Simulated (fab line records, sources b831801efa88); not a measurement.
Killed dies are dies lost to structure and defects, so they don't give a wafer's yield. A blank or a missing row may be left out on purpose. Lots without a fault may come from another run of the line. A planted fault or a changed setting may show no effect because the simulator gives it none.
fab line records | flow sky130
record lots=5 wafers=15 last_day=49
route steps=708 shown LDD_P@262 LDD_HVN@267 LDD_HVP@278 LDD_LDN@289
lots that met no fault: from a run of the same line without faults
start_h: hours from the record's first day to the start of the lot's first wafer shown | wait_h: hours since the lot's step before | " the same as in the row above | L1.1+2: a row that stands for several wafers | - no value, or no start given | * or withheld: withheld | < > ~ a bound
route shown NAME@n: a module of which the file shows steps, and the number in the route of the first | usual: mean/standard deviation of fault-free wafers | same: alike in all rows | chamber/n: place in a boat | sites: the reading at each site | _std_site: their standard deviation | _edge_site: outer sites' mean less inner sites' | radius_mm: how far each site lies from the wafer's centre | mask NAME#n: copy n | behind: the tool/chamber that last shaped the wafer | hold: why the lot was held/for how many hours/how that ended | device: the transistor (n, p or np) that didn't switch | end of line: the same wafers' tests at the end of the route | a step without rows: its recipe alone | killed: dies lost to structure and defects at the first sort, not the wafer's yield | map: a wafer's dies, x killed, . not, _ none there
set.NAME: the setting as run; set.NAME@STEP: as run at that earlier step | model.NAME: the simulator's own value behind a step, which no gauge read
lots at some steps of the route; a table a step, a row a wafer
services: from which hour (start_h, from the record's first day; less than 0 if before it) a tool's chamber was out of use, for how many hours, and why
## steps
# step SKY_LDD_P_CD_MEAS_07
# recipe target_cd_nm=380
# usual cd_nm=380.4/1.9
# columns lot.wafer tool chamber start_h wait_h cd_nm
L076.2 cd_sem-02 - 454.08 0.1 383.8
L076.5 " - " " 384.8
L076.6 " - " " 382.0
L078.2 cd_sem-01 - 475.99 0.1 378.8
L078.5 " - " " 376.5
L078.6 " - " " 380.7
L083.4 cd_sem-01 - 519.07 0.1 382.7
L083.5 " - " " 381.2
L083.6 " - " " 381.5
L088.1 cd_sem-02 - 560.07 0.1 380.1
L088.2 " - " " 383.2
L088.3 " - " " 384.6
L092.2 cd_sem-02 - 593.24 0.1 381.8
L092.3 " - " " 381.3
L092.5 " - " " 379.9
# step SKY_LDD_P_OVL_MEAS_08
# usual LDD_P_OVL=0.4/1.3
# columns lot.wafer tool chamber start_h wait_h LDD_P_OVL[nm]
L076.2 overlay-01 - 454.19 0.1 1.4
L076.5 " - " " 1.2
L076.6 " - " " 0.3
L078.2 overlay-02 - 476.10 0.1 -0.9
L078.5 " - " " -0.8
L078.6 " - " " 0.2
L083.4 overlay-01 - 519.15 0.1 2.3
L083.5 " - " " 2.7
L083.6 " - " " 3.2
L088.1 overlay-01 - 560.19 0.1 -1.2
L088.2 " - " " -0.3
L088.3 " - " " 0.1
L092.2 overlay-01 - 593.35 0.1 2.2
L092.3 " - " " 1.2
L092.5 " - " " 1.8
# step SKY_LDD_P_IMPLANT_09
# recipe species=BF2 energy_kev=25 dose_cm2=1e+13 tilt_deg=withheld
# columns lot.wafer tool chamber start_h wait_h
L076.2+5+6 implanter-03 0 454.24 0.0
L078.2+5+6 implanter-01 0 476.15 0.0
L083.4+5+6 implanter-01 0 519.24 0.1
L088.1+2+3 implanter-04 0 560.23 0.0
L092.2+3+5 implanter-01 0 593.40 0.0
# step SKY_LDD_P_STRIP_10
# recipe chemistry=O2/N2 power_w=1400 pressure_mtorr=1500 platen_temp_c=withheld o2_flow_sccm=3000 n2_flow_sccm=300 overash_fraction=0.5
# usual drypump_motor_current_A=5.64/0.3 oes_product_au=0.716/0.0048 strip_time_to_endpoint_s=14.18/0.048
# columns lot.wafer tool chamber start_h wait_h drypump_motor_current_A oes_product_au rf_hours_counter_h strip_time_to_endpoint_s
L076.2 plasma_asher-03 0 454.37 0.1 5.96 0.715 75 14.15
L076.5 " 0 " " 5.99 0.713 - 14.10
L076.6 " 1 " " 5.84 0.723 - 14.11
L078.2 plasma_asher-03 0 476.28 0.1 6.00 0.713 78 14.13
L078.5 " 0 " " 6.02 0.721 - 14.17
L078.6 " 1 " " 5.91 0.712 - 14.12
L083.4 plasma_asher-04 0 519.35 0.1 5.10 0.715 - 14.14
L083.5 " 0 " " 5.13 0.713 - 14.12
L083.6 " 1 " " 5.26 0.711 - 14.09
L088.1 plasma_asher-02 0 560.38 0.1 5.56 0.715 43 14.20
L088.2 " 1 " " 5.74 0.714 43 14.14
L088.3 " 1 " " 5.74 0.718 - 14.13
L092.2 plasma_asher-03 1 593.53 0.1 5.88 0.717 90 14.21
L092.3 " 0 " " 5.99 0.721 - 14.21
L092.5 " 0 " " 5.99 0.710 - 14.21
# step SKY_LDD_P_TW_MEAS_11
# usual LDD_P_TW=632/5.5
# columns lot.wafer tool chamber start_h wait_h LDD_P_TW
L076.2 film_metro-02 - 454.48 0.1 634
L076.5 " - " " 640
L076.6 " - " " 639
L078.2 film_metro-04 - 476.39 0.1 633
L078.5 " - " " 632
L078.6 " - " " 633
L083.4 film_metro-02 - 519.45 0.1 637
L083.5 " - " " 636
L083.6 " - " " 633
L088.1 film_metro-01 - 560.48 0.1 626
L088.2 " - " " 625
L088.3 " - " " 627
L092.2 film_metro-01 - 593.64 0.1 624
L092.3 " - " " 625
L092.5 " - " " 624
# step SKY_LDD_HVN_DEHYDRATE_00
# recipe temp_c=200 time_s=60
# usual heater_power_total_W=160.40/0.13 resist_line_temp_C=22.99/0.1
# columns lot.wafer tool chamber start_h wait_h heater_power_total_W resist_line_temp_C
L076.2 litho_track-03 0 469.54 15.1 160.36 23.01
L076.5 " 0 " " 160.50 22.93
L076.6 " 0 " " 160.60 23.04
L078.2 litho_track-04 0 491.57 15.2 160.26 23.08
L078.5 " 0 " " 160.53 22.87
L078.6 " 0 " " 160.19 23.16
L083.4 litho_track-03 0 533.29 13.8 160.23 22.97
L083.5 " 0 " " 160.24 22.97
L083.6 " 0 " " 160.47 23.07
L088.1 litho_track-03 0 575.02 14.5 160.36 22.90
L088.2 " 0 " " 160.45 22.99
L088.3 " 0 " " 160.52 23.01
L092.2 litho_track-01 0 608.04 14.4 160.32 22.93
L092.3 " 0 " " 160.31 23.02
L092.5 " 0 " " 160.55 22.87
# step SKY_LDD_HVN_HMDS_01
# recipe prime_time_s=60 prime_temp_c=120
# usual resist_line_temp_C=23.00/0.1
# columns lot.wafer tool chamber start_h wait_h resist_line_temp_C
L076.2 litho_track-03 0 469.69 0.1 23.01
L076.5 " 0 " " 23.04
L076.6 " 0 " " 22.88
L078.2 litho_track-04 0 491.72 0.1 22.99
L078.5 " 0 " " 22.92
L078.6 " 0 " " 22.95
L083.4 litho_track-03 0 533.44 0.1 23.01
L083.5 " 0 " " 22.99
L083.6 " 0 " " 22.93
L088.1 litho_track-03 0 575.17 0.1 23.04
L088.2 " 0 " " 23.03
L088.3 " 0 " " 22.95
L092.2 litho_track-01 0 608.19 0.1 22.96
L092.3 " 0 " " 23.05
L092.5 " 0 " " 23.03
# step SKY_LDD_HVN_COAT_02
# recipe resist=NOVOLAK spin_rpm=3000 resist_thk_nm=300
# usual resist_line_temp_C=22.98/0.1
# columns lot.wafer tool chamber start_h wait_h resist_line_temp_C
L076.2 litho_track-03 0 469.84 0.1 23.02
L076.5 " 0 " " 22.97
L076.6 " 0 " " 23.04
L078.2 litho_track-04 0 491.87 0.1 22.93
L078.5 " 0 " " 22.95
L078.6 " 0 " " 22.99
L083.4 litho_track-03 0 533.59 0.1 22.86
L083.5 " 0 " " 23.05
L083.6 " 0 " " 22.91
L088.1 litho_track-03 0 575.32 0.1 22.85
L088.2 " 0 " " 23.00
L088.3 " 0 " " 22.92
L092.2 litho_track-01 0 608.34 0.1 23.11
L092.3 " 0 " " 23.13
L092.5 " 0 " " 23.30
# step SKY_LDD_HVN_SOFTBAKE_03
# recipe temp_c=90 time_s=60 resist=NOVOLAK
# usual heater_power_total_W=56.59/0.044 resist_line_temp_C=23.04/0.097
# columns lot.wafer tool chamber start_h wait_h heater_power_total_W resist_line_temp_C
L076.2 litho_track-03 0 469.99 0.1 56.64 22.85
L076.5 " 0 " " 56.56 22.94
L076.6 " 0 " " 56.48 22.96
L078.2 litho_track-04 0 492.02 0.1 56.58 23.14
L078.5 " 0 " " 56.59 23.09
L078.6 " 0 " " 56.67 23.15
L083.4 litho_track-03 0 533.74 0.1 56.60 22.78
L083.5 " 0 " " 56.63 22.94
L083.6 " 0 " " 56.56 22.90
L088.1 litho_track-03 0 575.47 0.1 56.49 23.11
L088.2 " 0 " " 56.53 23.09
L088.3 " 0 " " 56.61 23.09
L092.2 litho_track-01 0 608.49 0.1 56.62 22.97
L092.3 " 0 " " 56.60 23.07
L092.5 " 0 " " 56.61 23.17
# step SKY_LDD_HVN_EXPOSE_04
# recipe mask_id=HVNTM na=0.6 source_shape=conventional sigma_outer=0.6 polarization=unpolarized target_cd_nm=700 dose_mj=127
# usual reticle_temp_C=22.99/0.11
# columns lot.wafer tool chamber start_h wait_h mask reticle_temp_C
L076.2 iline_stepper-02 0 - - HVNTM#0 22.77
L076.5 " 0 " " HVNTM#0 22.89
L076.6 " 0 " " HVNTM#0 22.82
L078.2 iline_stepper-02 0 - - HVNTM#0 22.97
L078.5 " 0 " " HVNTM#0 22.93
L078.6 " 0 " " HVNTM#0 23.01
L083.4 iline_stepper-01 0 - - HVNTM#0 22.96
L083.5 " 0 " " HVNTM#0 22.90
L083.6 " 0 " " HVNTM#0 22.86
L088.1 iline_stepper-01 0 - - HVNTM#0 23.20
L088.2 " 0 " " HVNTM#0 23.03
L088.3 " 0 " " HVNTM#0 23.08
L092.2 iline_stepper-01 0 - - HVNTM#0 22.87
L092.3 " 0 " " HVNTM#0 22.90
L092.5 " 0 " " HVNTM#0 22.73
# step SKY_LDD_HVN_PEB_05
# recipe temp_c=withheld time_s=* resist=NOVOLAK
# usual resist_line_temp_C=*
# columns lot.wafer tool chamber start_h wait_h resist_line_temp_C
L076.2 litho_track-01 0 - - *
L076.5 " 0 " " *
L076.6 " 0 " " *
L078.2 litho_track-04 0 - - *
L078.5 " 0 " " *
L078.6 " 0 " " *
L083.4 litho_track-03 0 - - *
L083.5 " 0 " " *
L083.6 " 0 " " *
L088.1 litho_track-04 0 - - *
L088.2 " 0 " " *
L088.3 " 0 " " *
L092.2 litho_track-04 0 - - *
L092.3 " 0 " " *
L092.5 " 0 " " *
# step SKY_LDD_HVN_DEVELOP_06
# recipe resist=NOVOLAK developer=TMAH develop_time_s=60 dev_temp_c=23
# usual resist_line_temp_C=22.97/0.1
# columns lot.wafer tool chamber start_h wait_h resist_line_temp_C
L076.2 litho_track-01 0 484.94 0.1 22.98
L076.5 " 0 " " 22.92
L076.6 " 0 " " 23.16
L078.2 litho_track-04 0 506.72 0.1 23.01
L078.5 " 0 " " 23.11
L078.6 " 0 " " 23.01
L083.4 litho_track-03 0 547.19 0.1 23.08
L083.5 " 0 " " 22.99
L083.6 " 0 " " 23.03
L088.1 litho_track-04 0 590.05 0.1 22.84
L088.2 " 0 " " 22.86
L088.3 " 0 " " 22.94
L092.2 litho_track-04 0 622.87 0.1 22.87
L092.3 " 0 " " 22.93
L092.5 " 0 " " 23.06
# step SKY_LDD_HVN_OVL_MEAS_07
# usual LDD_HVN_OVL=-0.6/1.3
# columns lot.wafer tool chamber start_h wait_h LDD_HVN_OVL[nm]
L076.2 overlay-01 - 485.07 0.1 -0.7
L076.5 " - " " 0.9
L076.6 " - " " 0.0
L078.2 overlay-01 - 506.85 0.1 -0.1
L078.5 " - " " -1.6
L078.6 " - " " -1.2
L083.4 overlay-02 - 547.29 0.1 -2.7
L083.5 " - " " -0.9
L083.6 " - " " -1.7
L088.1 overlay-02 - 590.20 0.1 -1.1
L088.2 " - " " -0.2
L088.3 " - " " 0.1
L092.2 overlay-01 - 623.00 0.1 0.8
L092.3 " - " " 2.0
L092.5 " - " " -0.4
# step SKY_LDD_HVN_IMPLANT_08
# recipe species=P energy_kev=60 dose_cm2=3e+13 tilt_deg=40
# columns lot.wafer tool chamber start_h wait_h
L076.2+5+6 implanter-02 0 485.13 0.0
L078.2+5+6 implanter-02 0 506.91 0.0
L083.4+5+6 implanter-03 0 547.38 0.1
L088.1+2+3 implanter-03 0 590.23 0.0
L092.2+3+5 implanter-04 0 623.06 0.0
# step SKY_LDD_HVN_STRIP_09
# recipe chemistry=O2/N2 power_w=1400 pressure_mtorr=1500 platen_temp_c=withheld o2_flow_sccm=3000 n2_flow_sccm=300 overash_fraction=0.5
# usual drypump_motor_current_A=5.5/0.4 oes_product_au=0.408/0.0047 strip_time_to_endpoint_s=4.127/0.015
# columns lot.wafer tool chamber start_h wait_h drypump_motor_current_A oes_product_au rf_hours_counter_h strip_time_to_endpoint_s
L076.2 plasma_asher-01 1 485.25 0.1 5.5 0.418 6 4.135
L076.5 " 0 " " 4.8 0.415 - 4.130
L076.6 " 1 " " 5.4 0.402 - 4.121
L078.2 plasma_asher-02 0 507.03 0.1 5.6 0.412 37 4.133
L078.5 " 1 " " 5.8 0.409 - 4.139
L078.6 " 0 " " 5.6 0.398 - 4.140
L083.4 plasma_asher-01 1 547.49 0.1 5.4 0.413 - 4.148
L083.5 " 1 " " 5.4 0.405 - 4.142
L083.6 " 0 " " 4.8 0.406 - 4.140
L088.1 plasma_asher-03 1 590.38 0.1 5.9 0.408 90 4.124
L088.2 " 0 " " 6.0 0.409 90 4.129
L088.3 " 1 " " 5.9 0.410 - 4.143
L092.2 plasma_asher-02 1 623.18 0.1 5.7 0.412 49 4.116
L092.3 " 1 " " 5.8 0.406 - 4.110
L092.5 " 0 " " 5.6 0.409 - 4.121
# step SKY_LDD_HVN_TW_MEAS_10
# usual LDD_HVN_TW=1421/9.6
# columns lot.wafer tool chamber start_h wait_h LDD_HVN_TW
L076.2 film_metro-01 - 485.36 0.1 1410
L076.5 " - " " 1414
L076.6 " - " " 1417
L078.2 film_metro-03 - 507.14 0.1 1429
L078.5 " - " " 1421
L078.6 " - " " 1424
L083.4 film_metro-03 - 547.59 0.1 1423
L083.5 " - " " 1419
L083.6 " - " " 1421
L088.1 film_metro-03 - 590.48 0.1 1420
L088.2 " - " " 1421
L088.3 " - " " 1421
L092.2 film_metro-01 - 623.29 0.1 1419
L092.3 " - " " 1414
L092.5 " - " " 1419
# step SKY_LDD_HVP_DEHYDRATE_00
# recipe temp_c=200 time_s=60
# usual heater_power_total_W=160.38/0.13 resist_line_temp_C=22.98/0.1
# columns lot.wafer tool chamber start_h wait_h heater_power_total_W resist_line_temp_C
L076.2 litho_track-04 0 500.52 15.1 160.37 23.07
L076.5 " 0 " " 160.34 22.94
L076.6 " 0 " " 160.12 23.06
L078.2 litho_track-04 0 522.07 14.9 160.33 22.93
L078.5 " 0 " " 160.34 22.88
L078.6 " 0 " " 160.53 23.05
L083.4 litho_track-01 0 561.49 13.9 160.28 23.21
L083.5 " 0 " " 160.50 23.20
L083.6 " 0 " " 160.36 23.23
L088.1 litho_track-01 0 605.17 14.7 160.65 22.93
L088.2 " 0 " " 160.13 22.87
L088.3 " 0 " " 160.45 22.88
L092.2 litho_track-01 0 637.54 14.2 160.37 23.04
L092.3 " 0 " " 160.41 23.11
L092.5 " 0 " " 160.17 23.06
# step SKY_LDD_HVP_HMDS_01
# recipe prime_time_s=60 prime_temp_c=120
# usual resist_line_temp_C=23.00/0.1
# columns lot.wafer tool chamber start_h wait_h resist_line_temp_C
L076.2 litho_track-04 0 500.67 0.1 23.03
L076.5 " 0 " " 23.10
L076.6 " 0 " " 23.21
L078.2 litho_track-04 0 522.22 0.1 22.98
L078.5 " 0 " " 23.07
L078.6 " 0 " " 23.04
L083.4 litho_track-01 0 561.64 0.1 22.86
L083.5 " 0 " " 22.96
L083.6 " 0 " " 23.00
L088.1 litho_track-01 0 605.32 0.1 22.89
L088.2 " 0 " " 22.94
L088.3 " 0 " " 22.75
L092.2 litho_track-01 0 637.69 0.1 23.08
L092.3 " 0 " " 22.82
L092.5 " 0 " " 23.04
# step SKY_LDD_HVP_COAT_02
# recipe resist=NOVOLAK spin_rpm=3000 resist_thk_nm=300
# usual resist_line_temp_C=23.01/0.11
# columns lot.wafer tool chamber start_h wait_h resist_line_temp_C
L076.2 litho_track-04 0 500.82 0.1 23.08
L076.5 " 0 " " 23.18
L076.6 " 0 " " 23.10
L078.2 litho_track-04 0 522.37 0.1 23.14
L078.5 " 0 " " 23.23
L078.6 " 0 " " 23.15
L083.4 litho_track-01 0 561.79 0.1 23.20
L083.5 " 0 " " 23.07
L083.6 " 0 " " 23.00
L088.1 litho_track-01 0 605.47 0.1 23.14
L088.2 " 0 " " 22.93
L088.3 " 0 " " 23.00
L092.2 litho_track-01 0 637.84 0.1 22.93
L092.3 " 0 " " 23.24
L092.5 " 0 " " 22.87
# step SKY_LDD_HVP_SOFTBAKE_03
# recipe temp_c=90 time_s=60 resist=NOVOLAK
# usual heater_power_total_W=56.59/0.044 resist_line_temp_C=23.00/0.12
# columns lot.wafer tool chamber start_h wait_h heater_power_total_W resist_line_temp_C
L076.2 litho_track-04 0 500.97 0.1 56.61 23.03
L076.5 " 0 " " 56.60 22.95
L076.6 " 0 " " 56.62 23.06
L078.2 litho_track-04 0 522.52 0.1 56.62 23.04
L078.5 " 0 " " 56.58 23.09
L078.6 " 0 " " 56.56 23.13
L083.4 litho_track-01 0 561.94 0.1 56.61 23.11
L083.5 " 0 " " 56.60 23.01
L083.6 " 0 " " 56.66 23.29
L088.1 litho_track-01 0 605.62 0.1 56.62 22.94
L088.2 " 0 " " 56.63 23.10
L088.3 " 0 " " 56.56 23.19
L092.2 litho_track-01 0 637.99 0.1 56.62 22.85
L092.3 " 0 " " 56.58 22.89
L092.5 " 0 " " 56.58 22.89
# step SKY_LDD_HVP_EXPOSE_04
# recipe mask_id=HVPTM na=0.6 source_shape=conventional sigma_outer=0.6 polarization=unpolarized target_cd_nm=700 dose_mj=86
# usual reticle_temp_C=23.00/0.1
# columns lot.wafer tool chamber start_h wait_h mask reticle_temp_C
L076.2 iline_stepper-02 0 - - HVPTM#0 23.01
L076.5 " 0 " " HVPTM#0 23.04
L076.6 " 0 " " HVPTM#0 22.97
L078.2 iline_stepper-02 0 - - HVPTM#0 22.80
L078.5 " 0 " " HVPTM#0 22.91
L078.6 " 0 " " HVPTM#0 23.00
L083.4 iline_stepper-01 0 - - HVPTM#0 23.10
L083.5 " 0 " " HVPTM#0 22.87
L083.6 " 0 " " HVPTM#0 22.98
L088.1 iline_stepper-02 0 - - HVPTM#0 22.95
L088.2 " 0 " " HVPTM#0 22.96
L088.3 " 0 " " HVPTM#0 22.95
L092.2 iline_stepper-02 0 - - HVPTM#0 22.98
L092.3 " 0 " " HVPTM#0 22.85
L092.5 " 0 " " HVPTM#0 22.93
# step SKY_LDD_HVP_PEB_05
# recipe temp_c=withheld time_s=* resist=NOVOLAK
# usual resist_line_temp_C=*
# columns lot.wafer tool chamber start_h wait_h resist_line_temp_C
L076.2 litho_track-02 0 - - *
L076.5 " 0 " " *
L076.6 " 0 " " *
L078.2 litho_track-04 0 - - *
L078.5 " 0 " " *
L078.6 " 0 " " *
L083.4 litho_track-02 0 - - *
L083.5 " 0 " " *
L083.6 " 0 " " *
L088.1 litho_track-02 0 - - *
L088.2 " 0 " " *
L088.3 " 0 " " *
L092.2 litho_track-02 0 - - *
L092.3 " 0 " " *
L092.5 " 0 " " *
# step SKY_LDD_HVP_DEVELOP_06
# recipe resist=NOVOLAK developer=TMAH develop_time_s=60 dev_temp_c=23
# usual resist_line_temp_C=22.98/0.1
# columns lot.wafer tool chamber start_h wait_h resist_line_temp_C
L076.2 litho_track-02 0 515.69 0.1 22.81
L076.5 " 0 " " 23.07
L076.6 " 0 " " 22.99
L078.2 litho_track-04 0 536.67 0.1 23.09
L078.5 " 0 " " 23.18
L078.6 " 0 " " 23.13
L083.4 litho_track-02 0 576.64 0.1 22.85
L083.5 " 0 " " 22.99
L083.6 " 0 " " 22.87
L088.1 litho_track-02 0 620.16 0.1 23.04
L088.2 " 0 " " 22.92
L088.3 " 0 " " 22.93
L092.2 litho_track-02 0 651.54 0.1 22.96
L092.3 " 0 " " 22.95
L092.5 " 0 " " 23.12
# step SKY_LDD_HVP_OVL_MEAS_07
# usual LDD_HVP_OVL=-0.3/1.4
# columns lot.wafer tool chamber start_h wait_h LDD_HVP_OVL[nm]
L076.2 overlay-02 - 515.82 0.1 1.5
L076.5 " - " " 3.5
L076.6 " - " " 1.4
L078.2 overlay-01 - 536.80 0.1 -0.1
L078.5 " - " " 0.4
L078.6 " - " " 0.6
L083.4 overlay-01 - 576.73 0.1 -1.1
L083.5 " - " " -1.2
L083.6 " - " " -0.6
L088.1 overlay-01 - 620.31 0.1 -1.7
L088.2 " - " " 0.0
L088.3 " - " " -0.3
L092.2 overlay-01 - 651.67 0.1 -0.2
L092.3 " - " " 0.1
L092.5 " - " " 0.6
# step SKY_LDD_HVP_IMPLANT_08
# recipe species=B energy_kev=20 dose_cm2=1.7e+13 tilt_deg=17.9
# columns lot.wafer tool chamber start_h wait_h
L076.2+5+6 implanter-01 0 515.87 0.0
L078.2+5+6 implanter-01 0 536.86 0.0
L083.4+5+6 implanter-02 0 576.82 0.1
L088.1+2+3 implanter-02 0 620.35 0.0
L092.2+3+5 implanter-04 0 651.72 0.0
# step SKY_LDD_HVP_STRIP_09
# recipe chemistry=O2/N2 power_w=1400 pressure_mtorr=1500 platen_temp_c=withheld o2_flow_sccm=3000 n2_flow_sccm=300 overash_fraction=0.5
# usual drypump_motor_current_A=5.4/0.44 oes_product_au=0.408/0.0045 strip_time_to_endpoint_s=4.138/0.015
# columns lot.wafer tool chamber start_h wait_h drypump_motor_current_A oes_product_au rf_hours_counter_h strip_time_to_endpoint_s
L076.2 plasma_asher-01 1 516.00 0.1 5.4 0.405 10 4.132
L076.5 " 1 " " 5.4 0.406 - 4.121
L076.6 " 0 " " 4.8 0.411 - 4.129
L078.2 plasma_asher-03 1 536.98 0.1 5.9 0.409 84 4.134
L078.5 " 0 " " 6.0 0.414 - 4.142
L078.6 " 1 " " 5.9 0.410 - 4.146
L083.4 plasma_asher-03 1 576.93 0.1 5.9 0.403 - 4.131
L083.5 " 0 " " 6.0 0.412 - 4.136
L083.6 " 1 " " 5.9 0.407 - 4.143
L088.1 plasma_asher-04 0 620.50 0.1 5.1 0.416 73 4.138
L088.2 " 1 " " 5.3 0.410 73 4.140
L088.3 " 1 " " 5.2 0.399 - 4.162
L092.2 plasma_asher-01 0 651.85 0.1 4.8 0.405 24 4.126
L092.3 " 0 " " 4.8 0.415 - 4.144
L092.5 " 0 " " 4.8 0.411 - 4.130
# step SKY_LDD_HVP_TW_MEAS_10
# usual LDD_HVP_TW=450.0/2.5
# columns lot.wafer tool chamber start_h wait_h LDD_HVP_TW
L076.2 film_metro-01 - 516.11 0.1 450.1
L076.5 " - " " 451.1
L076.6 " - " " 447.6
L078.2 film_metro-01 - 537.09 0.1 450.3
L078.5 " - " " 449.8
L078.6 " - " " 449.0
L083.4 film_metro-01 - 577.03 0.1 448.5
L083.5 " - " " 447.1
L083.6 " - " " 446.4
L088.1 film_metro-03 - 620.60 0.1 452.4
L088.2 " - " " 452.9
L088.3 " - " " 449.7
L092.2 film_metro-03 - 651.96 0.1 449.1
L092.3 " - " " 448.9
L092.5 " - " " 445.8
# step SKY_LDD_LDN_DEHYDRATE_00
# recipe temp_c=200 time_s=60
# usual heater_power_total_W=160.36/0.13 resist_line_temp_C=22.99/0.12
# columns lot.wafer tool chamber start_h wait_h heater_power_total_W resist_line_temp_C
L076.2 litho_track-04 0 530.27 14.2 160.34 22.93
L076.5 " 0 " " 160.23 22.83
L076.6 " 0 " " 160.55 22.91
L078.2 litho_track-03 0 551.04 13.9 160.29 23.04
L078.5 " 0 " " 160.31 22.99
L078.6 " 0 " " 160.59 23.05
L083.4 litho_track-03 0 590.99 14.0 160.50 22.97
L083.5 " 0 " " 160.57 22.86
L083.6 " 0 " " 160.52 22.91
L088.1 litho_track-03 0 634.87 14.3 160.38 22.90
L088.2 " 0 " " 160.44 22.76
L088.3 " 0 " " 160.43 22.98
L092.2 litho_track-04 0 665.77 13.8 160.43 23.17
L092.3 " 0 " " 160.54 23.26
L092.5 " 0 " " 160.34 23.12
# step SKY_LDD_LDN_HMDS_01
# recipe prime_time_s=60 prime_temp_c=120
# usual resist_line_temp_C=23.00/0.099
# columns lot.wafer tool chamber start_h wait_h resist_line_temp_C
L076.2 litho_track-04 0 530.42 0.1 23.00
L076.5 " 0 " " 23.01
L076.6 " 0 " " 23.10
L078.2 litho_track-03 0 551.19 0.1 22.85
L078.5 " 0 " " 23.01
L078.6 " 0 " " 23.03
L083.4 litho_track-03 0 591.14 0.1 23.01
L083.5 " 0 " " 23.00
L083.6 " 0 " " 23.00
L088.1 litho_track-03 0 635.02 0.1 22.91
L088.2 " 0 " " 22.98
L088.3 " 0 " " 23.05
L092.2 litho_track-04 0 665.92 0.1 22.95
L092.3 " 0 " " 23.02
L092.5 " 0 " " 22.93
# step SKY_LDD_LDN_COAT_02
# recipe resist=NOVOLAK spin_rpm=3000 resist_thk_nm=1140
# usual resist_line_temp_C=22.98/0.1
# columns lot.wafer tool chamber start_h wait_h resist_line_temp_C
L076.2 litho_track-04 0 530.57 0.1 22.84
L076.5 " 0 " " 22.94
L076.6 " 0 " " 23.09
L078.2 litho_track-03 0 551.34 0.1 22.78
L078.5 " 0 " " 22.98
L078.6 " 0 " " 23.01
L083.4 litho_track-03 0 591.29 0.1 22.85
L083.5 " 0 " " 23.05
L083.6 " 0 " " 22.83
L088.1 litho_track-03 0 635.17 0.1 22.75
L088.2 " 0 " " 22.94
L088.3 " 0 " " 22.82
L092.2 litho_track-04 0 666.07 0.1 23.00
L092.3 " 0 " " 22.94
L092.5 " 0 " " 22.99
# step SKY_LDD_LDN_SOFTBAKE_03
# recipe temp_c=90 time_s=60 resist=NOVOLAK
# usual heater_power_total_W=56.60/0.043 resist_line_temp_C=23.01/0.11
# columns lot.wafer tool chamber start_h wait_h heater_power_total_W resist_line_temp_C
L076.2 litho_track-04 0 530.72 0.1 56.56 23.03
L076.5 " 0 " " 56.48 23.16
L076.6 " 0 " " 56.56 23.15
L078.2 litho_track-03 0 551.49 0.1 56.50 23.12
L078.5 " 0 " " 56.57 23.18
L078.6 " 0 " " 56.54 23.20
L083.4 litho_track-03 0 591.44 0.1 56.60 23.02
L083.5 " 0 " " 56.57 23.19
L083.6 " 0 " " 56.57 23.14
L088.1 litho_track-03 0 635.32 0.1 56.66 23.05
L088.2 " 0 " " 56.57 22.94
L088.3 " 0 " " 56.62 23.05
L092.2 litho_track-04 0 666.22 0.1 56.62 23.03
L092.3 " 0 " " 56.59 22.93
L092.5 " 0 " " 56.68 23.00
# step SKY_LDD_LDN_EXPOSE_04
# recipe mask_id=LDNTM na=0.6 source_shape=conventional sigma_outer=0.6 polarization=unpolarized target_cd_nm=700 dose_mj=140
# usual reticle_temp_C=23.01/0.11
# columns lot.wafer tool chamber start_h wait_h mask reticle_temp_C
L076.2 iline_stepper-01 0 - - LDNTM#0 23.05
L076.5 " 0 " " LDNTM#0 22.99
L076.6 " 0 " " LDNTM#0 23.13
L078.2 iline_stepper-01 0 - - LDNTM#0 22.90
L078.5 " 0 " " LDNTM#0 22.80
L078.6 " 0 " " LDNTM#0 22.93
L083.4 iline_stepper-02 0 - - LDNTM#0 23.29
L083.5 " 0 " " LDNTM#0 23.24
L083.6 " 0 " " LDNTM#0 23.05
L088.1 iline_stepper-01 0 - - LDNTM#0 22.99
L088.2 " 0 " " LDNTM#0 22.94
L088.3 " 0 " " LDNTM#0 23.15
L092.2 iline_stepper-01 0 - - LDNTM#0 23.04
L092.3 " 0 " " LDNTM#0 23.03
L092.5 " 0 " " LDNTM#0 23.21
# step SKY_LDD_LDN_PEB_05
# recipe temp_c=withheld time_s=* resist=NOVOLAK
# usual resist_line_temp_C=*
# columns lot.wafer tool chamber start_h wait_h resist_line_temp_C
L076.2 litho_track-03 0 - - *
L076.5 " 0 " " *
L076.6 " 0 " " *
L078.2 litho_track-04 0 - - *
L078.5 " 0 " " *
L078.6 " 0 " " *
L083.4 litho_track-04 0 - - *
L083.5 " 0 " " *
L083.6 " 0 " " *
L088.1 litho_track-03 0 - - *
L088.2 " 0 " " *
L088.3 " 0 " " *
L092.2 litho_track-04 0 - - *
L092.3 " 0 " " *
L092.5 " 0 " " *
# step SKY_LDD_LDN_DEVELOP_06
# recipe resist=NOVOLAK developer=TMAH develop_time_s=60 dev_temp_c=23
# usual resist_line_temp_C=22.97/0.11
# columns lot.wafer tool chamber start_h wait_h resist_line_temp_C
L076.2 litho_track-03 0 545.44 0.1 22.84
L076.5 " 0 " " 23.00
L076.6 " 0 " " 22.89
L078.2 litho_track-04 0 566.37 0.1 22.90
L078.5 " 0 " " 22.93
L078.6 " 0 " " 22.91
L083.4 litho_track-04 0 606.82 0.1 23.02
L083.5 " 0 " " 23.06
L083.6 " 0 " " 23.03
L088.1 litho_track-03 0 649.07 0.1 23.05
L088.2 " 0 " " 22.94
L088.3 " 0 " " 22.91
L092.2 litho_track-04 0 679.52 0.1 22.68
L092.3 " 0 " " 22.93
L092.5 " 0 " " 22.76
## services
# columns tool chamber start_h hours kind
iline_stepper-02 - 430.91 4.3 pm
implanter-03 - 431.21 4.3 pm
implanter-01 - 433.59 1.1 repair
implanter-02 - 433.83 2.0 repair
plasma_asher-02 - 437.29 2.0 repair
iline_stepper-02 - 439.02 6.9 repair
plasma_asher-01 - 448.93 1.8 repair
plasma_asher-02 - 467.49 22.7 repair
implanter-03 - 482.37 2.5 pm
implanter-01 - 483.51 3.0 repair
implanter-03 - 484.98 2.7 repair
implanter-01 - 496.03 2.8 pm
implanter-01 - 499.51 0.7 repair
iline_stepper-01 - 511.57 6.1 repair
iline_stepper-01 - 517.57 5.9 repair
iline_stepper-01 - 526.50 1.7 pm
implanter-02 - 530.62 3.6 repair
implanter-02 - 533.66 9.8 repair
plasma_asher-01 - 574.82 5.5 repair
implanter-02 - 582.66 6.2 repair
iline_stepper-02 - 593.04 1.7 pm
implanter-01 - 603.43 6.5 repair
iline_stepper-02 - 644.82 2.1 pm
implanter-02 - 676.76 3.1 repair
## key
fault none
